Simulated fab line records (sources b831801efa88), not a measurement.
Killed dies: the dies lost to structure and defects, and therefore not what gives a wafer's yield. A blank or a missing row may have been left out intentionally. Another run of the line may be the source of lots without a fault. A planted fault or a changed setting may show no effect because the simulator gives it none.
Struck lot and sound lot, side by side    flow sky130    42 steps out of a route of 708
Sound: the wafers L511.2, L511.3, L511.6. Wafers struck: L525.1, L525.5, L525.6. The cause comes at the end.
Each step with rows lists, per side, the tool, then ch with its chambers, then its first start. Under that, the readings that differ: sound wafers    struck wafers    difference of the means    sigmas: that difference in standard deviations of wafers without a fault.
alike: words and numbers the same on both sides, and readings whose means are apart by under 2 such deviations; not compared: readings that were withheld, readings missing a value for some wafer, numbers with overlapping values and no deviation given by the record, and bounds like >300 which may hide the same value.
The two part at a step that has a row with sigmas, a row that says differs or no value, or rows on one side only. When numbers do not overlap yet have no deviation, they are printed without sigmas and do not part them. Lack of a reading on every wafer of one side parts them only where that side has two or more wafers.

first, 4 steps without rows for these wafers: SKY_PWDE_SOFTBAKE_03; SKY_PWDE_EXPOSE_04 (exposes mask PWDEM, target cd 840 nm); SKY_PWDE_PEB_05; SKY_PWDE_DEVELOP_06 (develop time 60 s).
SKY_PWDE_OVL_MEAS_07:
  sound: overlay-02 at day 4 14:54; struck: overlay-01 at day 7 19:47
  alike: PWDE_OVL
next, for these wafers, 1 step has no rows: SKY_PWDE_IMPLANT_08.
SKY_PWDE_STRIP_09: strips in O2/N2.
  sound on plasma asher-01 ch 1, day 4 15:05; struck on plasma asher-01 ch 0,1, day 7 19:58
  alike: drypump motor current A, o2 flow sccm, oes product au, strip time to endpoint s
  not compared: rf hours counter h
SKY_PWDE_TW_MEAS_10:
  sound: film metro-04 at day 4 15:11; struck: film metro-03 at day 7 20:04
  alike: PWDE_TW
then, 4 steps without rows for these wafers: SKY_NWELL_DEHYDRATE_03 (time 60 s); SKY_NWELL_HMDS_04 (prime time 60 s); SKY_NWELL_COAT_05 (resist thk 3000 nm); SKY_NWELL_SOFTBAKE_06.
SKY_NWELL_EXPOSE_07: exposes mask NWM, target cd 840 nm.
  sound on iline stepper-01 ch 0, day 4 22:29; struck on iline stepper-02 ch 0, day 8 06:55
  alike: mask, focus offset nm, reticle temp C
then, 2 steps without rows for these wafers: SKY_NWELL_PEB_08; SKY_NWELL_DEVELOP_09 (develop time 60 s).
SKY_NWELL_OVL_MEAS_10:
  sound: overlay-01 at day 5 07:36; struck: overlay-01 at day 8 17:16
  alike: NWELL_00_OVL
then, 3 steps without rows for these wafers: SKY_NWELL_IMPLANT_11; SKY_NWELL_IMPLANT_12; SKY_NWELL_IMPLANT_13.
SKY_NWELL_STRIP_14: strips in O2/N2.
  sound on plasma asher-01 ch 0,1, day 5 08:05; struck on plasma asher-04 ch 0,1, day 8 17:46
  alike: drypump motor current A, o2 flow sccm, oes product au, strip time to endpoint s
  not compared: rf hours counter h
SKY_NWELL_TW_MEAS_15:
  sound: film metro-01 at day 5 08:11; struck: film metro-03 at day 8 17:52
  alike: NWELL_TW
then, 7 steps without rows for these wafers: SKY_NWELL_DEHYDRATE_16 (time 60 s); SKY_NWELL_HMDS_17 (prime time 60 s); SKY_NWELL_COAT_18 (resist thk 3000 nm); SKY_NWELL_SOFTBAKE_19; SKY_NWELL_EXPOSE_20 (exposes mask NWM COMPLEMENT, target cd 840 nm); SKY_NWELL_PEB_21; SKY_NWELL_DEVELOP_22 (develop time 60 s).
SKY_NWELL_OVL_MEAS_23:
  sound: overlay-02 at day 6 02:48; struck: overlay-02 at day 9 14:11
  alike: NWELL_01_OVL
next, for these wafers, 1 step has no rows: SKY_NWELL_IMPLANT_24.
SKY_NWELL_STRIP_25: strips in O2/N2.
  sound on plasma asher-02 ch 0, day 6 02:59; struck on plasma asher-04 ch 0,1, day 9 14:31
reading                      sound        struck       difference  sigmas
drypump motor current A (A)  5.1 5.1 5.1  6.5 6.0 6.5  +1.2        +2
  alike: o2 flow sccm, oes product au, strip time to endpoint s
  not compared: rf hours counter h
SKY_NWELL_TW_MEAS_26:
  sound: film metro-03 at day 6 03:05; struck: film metro-01 at day 9 14:37
  alike: NWELL_2_TW
then, 1 step without rows for these wafers: SKY_NWELL_CLEAN_27 (cleans in SC1/SC2, time 150 s).
SKY_NWELL_RTA_28: time 30 s.
  sound on rtp anneal-02 ch 0, day 6 03:13; struck on rtp anneal-02 ch 0, day 9 14:44
  alike: lamp power pct, ramp up c per s, wafer_temp_C_max
SKY_NWELL_RS_MEAS_29: measures by four-point-probe.
  sound: film metro-04 at day 6 03:19; struck: film metro-04 at day 9 14:50
  alike: NWELL_RS
SKY_NWELL_RS_MEAS_31: measures by four-point-probe.
  sound: film metro-04 at day 6 03:33; struck: film metro-04 at day 9 15:04
  alike: PWDE_RS
then, 5 steps without rows for these wafers: SKY_VT_ADJUST_HVTP_DEHYDRATE_00 (time 60 s); SKY_VT_ADJUST_HVTP_HMDS_01 (prime time 60 s); SKY_VT_ADJUST_HVTP_COAT_02 (resist thk 1140 nm); SKY_VT_ADJUST_HVTP_SOFTBAKE_03 (time 60 s); SKY_VT_ADJUST_HVTP_EXPOSE_04 (exposes mask HVTPM, target cd 380 nm).
-- record jumps: 41 days separate the struck wafers' starts on either side; left off in module VT_ADJUST_HVTP, taken up again in module PAD_OPEN, whose first shown step is the route's number 708 --
SKY_PAD_OPEN_PROBE_99:
  sound: prober-02 at day 47 03:34; struck: prober-01 at day 50 09:29
reading                                      sound                 struck                difference  sigmas
model.etest.res nwell.line ohm um            1156 1159 1134        1070 1056 1042        -94         
model.etest.res nwell.width nm (nm)          841.8 842.8 840.2     885.8 915 909.2       +61.7       
model.etest.res iso pwell.width nm (nm)      2653 2670 2654        2607 2581 2591        -66         
model.etest.pfet_16v.drive ua um             245.3 245 247.7       241.2 229.9 239.5     -9.1        
model.etest.iso nwell nwell.leak log10 a um  -13.62 -13.69 -13.74  -12.28 -12.49 -12.14  +1.38       
  alike: killed_at_M0_to_M3, killed_at_M4_up, killed at contacts, killed at front end, killed at other, killed dies, killed open, killed short
  not compared: model.etest.nfet_16v.r on ohm um

## WHERE THEY PART
Only at SKY_NWELL_STRIP_25, as far as this record shows. Later steps at which nothing parts them and some readings are alike: SKY_NWELL_TW_MEAS_26, SKY_NWELL_RTA_28, SKY_NWELL_RS_MEAS_29, SKY_NWELL_RS_MEAS_31, SKY_PAD_OPEN_PROBE_99.

WHY: whatever the simulator had introduced
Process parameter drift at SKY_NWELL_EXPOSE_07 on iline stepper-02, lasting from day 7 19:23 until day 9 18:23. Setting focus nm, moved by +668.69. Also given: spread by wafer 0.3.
